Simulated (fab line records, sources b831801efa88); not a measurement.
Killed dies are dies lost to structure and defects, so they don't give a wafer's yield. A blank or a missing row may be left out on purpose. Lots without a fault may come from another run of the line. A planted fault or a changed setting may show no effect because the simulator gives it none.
Which tool did it? | flow gf180mcu | 6 lots, 18 wafers sampled, at 2 steps of a route of 602

WHAT THE GAUGES READ, wafer by wafer
GF_M1_RS_MEAS_05: measures by four-point-probe.
lot  | measured     | on            | M1_ALCU_RS (ohm/sq)
L736 | day 16 13:59 | film_metro-01 | 0.0697 0.0702 0.0700
L739 | day 17 11:34 | film_metro-02 | 0.0692 0.0690 0.0694
L742 | day 18 14:58 | film_metro-01 | 0.0702 0.0697 0.0707
L744 | day 19 10:54 | film_metro-01 | 0.0671 0.0662 0.0663
L755 | day 23 11:13 | film_metro-02 | 0.0692 0.0700 0.0708
L757 | day 23 21:51 | film_metro-04 | 0.0690 0.0702 0.0698

WHICH TOOL RAN EACH LOT (tool, then ch and the chambers of the sampled wafers, then the start)
lot  | GF_M1_SPUTTER_02
L736 | pvd_sputter-04, day 16 13:52
L739 | pvd_sputter-04, day 17 11:29
L742 | pvd_sputter-02, day 18 14:52
L744 | pvd_sputter-02, day 19 10:49
L755 | pvd_sputter-03, day 23 11:07
L757 | pvd_sputter-03, day 23 21:46
- GF_M1_SPUTTER_02: material AlCu, target thk 450 nm, time 23.9 s.

THE ANSWER, worked out from the rows above alone
Rule: what is usual is taken from the lots themselves. Put in order of their means at a reading, lots are off if they are a third of the lots or fewer, leave a main group of 4 or more, and stand apart from it by a gap of 3 or more times the standard deviation of the main group's means; of several such gaps the widest counts. A main group whose means are all the same, to the digits that the tables above print for the reading, isn't used. A lot without any number at a reading at which 4 lots or more have one is off too. The other lots that the step has rows for count as sound.
Off: L744, at GF_M1_RS_MEAS_05 (M1_ALCU_RS). The main group: mean 0.0698 ohm/sq, standard deviation 0.00035.
A tool fits if, at a process step before that reading, it ran every lot that is off, and no sound lot after the first of them. The gauges at GF_M1_RS_MEAS_05 are tried like those tools. Can't be told from this: 2 tools fit, pvd_sputter-02 at GF_M1_SPUTTER_02, film_metro-01 at GF_M1_RS_MEAS_05.

WHAT THE SIMULATOR HAD PUT IN
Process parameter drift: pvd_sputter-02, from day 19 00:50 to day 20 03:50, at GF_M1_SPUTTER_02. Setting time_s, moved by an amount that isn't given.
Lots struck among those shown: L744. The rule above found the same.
